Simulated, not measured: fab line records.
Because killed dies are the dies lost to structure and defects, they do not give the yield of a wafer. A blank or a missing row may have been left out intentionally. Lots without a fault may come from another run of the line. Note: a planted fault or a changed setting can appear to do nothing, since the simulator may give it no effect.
Comparing a struck lot with a sound one	flow sky130	19 steps out of a route of 708
Sound: the wafers L757.1, L757.2, L757.5. Struck: wafers L763.1, L763.3, L763.5. The cause comes at the end.
Each step with rows lists, per side, the tool, then ch with its chambers, then its first start. Under that, the readings that differ: sound wafers	struck wafers	difference of the means	sigmas: that difference in standard deviations of wafers without a fault.
alike: readings whose means differ by less than 2 such deviations, and words and numbers that are the same on both sides. not compared: withheld readings, readings that some wafer has no value for, bounds like >300 that may hide the same value, and numbers for which the record gives no deviation and whose values overlap.
The two part at a step that has a row with sigmas, a row that says differs or no value, or rows on one side only. Non-overlapping numbers with no deviation appear without sigmas and do not part them. A reading missing from all wafers of one side parts the sides only when that side holds two or more wafers.

first, 1 step without rows for these wafers: SKY_LDD_HVP_IMPLANT_08.
SKY_LDD_HVP_STRIP_09: strips in O2/N2.
  sound on plasma_asher-02 ch 0,1, day 22 23:20; struck on plasma_asher-02 ch 1, day 25 09:10
  alike: chamber_pressure_mTorr, drypump_motor_current_A, o2_flow_sccm, oes_product_au, strip_time_to_endpoint_s
  not compared: rf_hours_counter_h
SKY_LDD_HVP_TW_MEAS_10:
  struck on film_metro-03, day 25 09:16; sound on film_metro-04, day 22 23:26
  alike: LDD_HVP_TW
then, 7 steps without rows for these wafers: SKY_LDD_LDN_DEHYDRATE_00 (time 60 s); SKY_LDD_LDN_HMDS_01 (prime time 60 s); SKY_LDD_LDN_COAT_02 (resist thk 1140 nm); SKY_LDD_LDN_SOFTBAKE_03 (time 60 s); SKY_LDD_LDN_EXPOSE_04 (exposes mask LDNTM, target cd 700 nm); SKY_LDD_LDN_PEB_05; SKY_LDD_LDN_DEVELOP_06 (develop time 60 s).
SKY_LDD_LDN_OVL_MEAS_07:
  struck on overlay-01, day 26 14:28; sound on overlay-01, day 24 05:11
  alike: LDD_LDN_OVL
next, for these wafers, 1 step has no rows: SKY_LDD_LDN_IMPLANT_08.
SKY_LDD_LDN_IMPLANT_09:
  sound on implanter-04 ch 0, day 24 05:23; struck on implanter-04 ch 0, day 26 14:40
reading	sound	struck	difference	sigmas
implant_ion_amu	75 75 75	31 31 31	-44	
model.implant.rp_nm (nm)	12.76 12.76 12.76	22.48 22.48 22.48	+9.72	
model.implant.drp_nm (nm)	5.933 5.933 5.933	10.9 10.9 10.9	+5.0	
  alike: dose_ions_cm2
then, 2 steps without rows for these wafers: SKY_LDD_LDN_IMPLANT_10; SKY_LDD_LDN_IMPLANT_11.
SKY_LDD_LDN_STRIP_12: strips in O2/N2.
  sound on plasma_asher-02 ch 0,1, day 24 05:50; struck on plasma_asher-02 ch 0,1, day 26 15:07
  alike: chamber_pressure_mTorr, drypump_motor_current_A, o2_flow_sccm, oes_product_au, strip_time_to_endpoint_s
  not compared: rf_hours_counter_h
SKY_LDD_LDN_TW_MEAS_13:
  struck on film_metro-03, day 26 15:13; sound on film_metro-03, day 24 05:56
reading	sound	struck	difference	sigmas
LDD_LDN_TW	1498 1504 1491	1443 1440 1442	-56	-3
then, 1 step without rows for these wafers: SKY_LDD_LDN_CLEAN_14 (cleans in SC1/SC2, time 150 s).
-- record jumps: 22 days separate the struck wafers' starts on either side; left off in module LDD_LDN, taken up again in module PAD_OPEN, whose first shown step is the route's number 708 --
SKY_PAD_OPEN_PROBE_99:
  struck on prober-01, day 48 07:41; sound on prober-01, day 46 14:28
reading	sound	struck	difference	sigmas
model.etest.tip_sonos.rs_ohm_sq	2604 2657 2679	1923 1913 1901	-734	
model.etest.sonos_uncharged.r_on_ohm_um	790.9 788.7 786.1	762.5 767.8 773.3	-20.7	
model.etest.sonos_programmed.off_log10_a_um	-13.78 -13.9 -13.91	-12.01 -12.21 -12.1	+1.76	
model.etest.sonos_uncharged.vt_v (V)	-0.4005 -0.4454 -0.4601	-0.5552 -0.5546 -0.5599	-0.1212	
model.etest.sonos_erased.vt_v (V)	-2.278 -2.245 -2.264	-2.534 -2.434 -2.41	-0.197	
  alike: killed_at_M0_to_M3, killed_at_M4_up, killed_at_contacts, killed_at_front_end, killed_at_other, killed_dies, killed_open, killed_short
  not compared: model.etest.sonos_programmed.vt_v, model.etest.sonos_baked.vt_v

## WHERE THEY PART
Within this record, at SKY_LDD_LDN_TW_MEAS_13 only. Later steps at which nothing parts them and some readings are alike: SKY_PAD_OPEN_PROBE_99.

WHY: what the simulator had put in
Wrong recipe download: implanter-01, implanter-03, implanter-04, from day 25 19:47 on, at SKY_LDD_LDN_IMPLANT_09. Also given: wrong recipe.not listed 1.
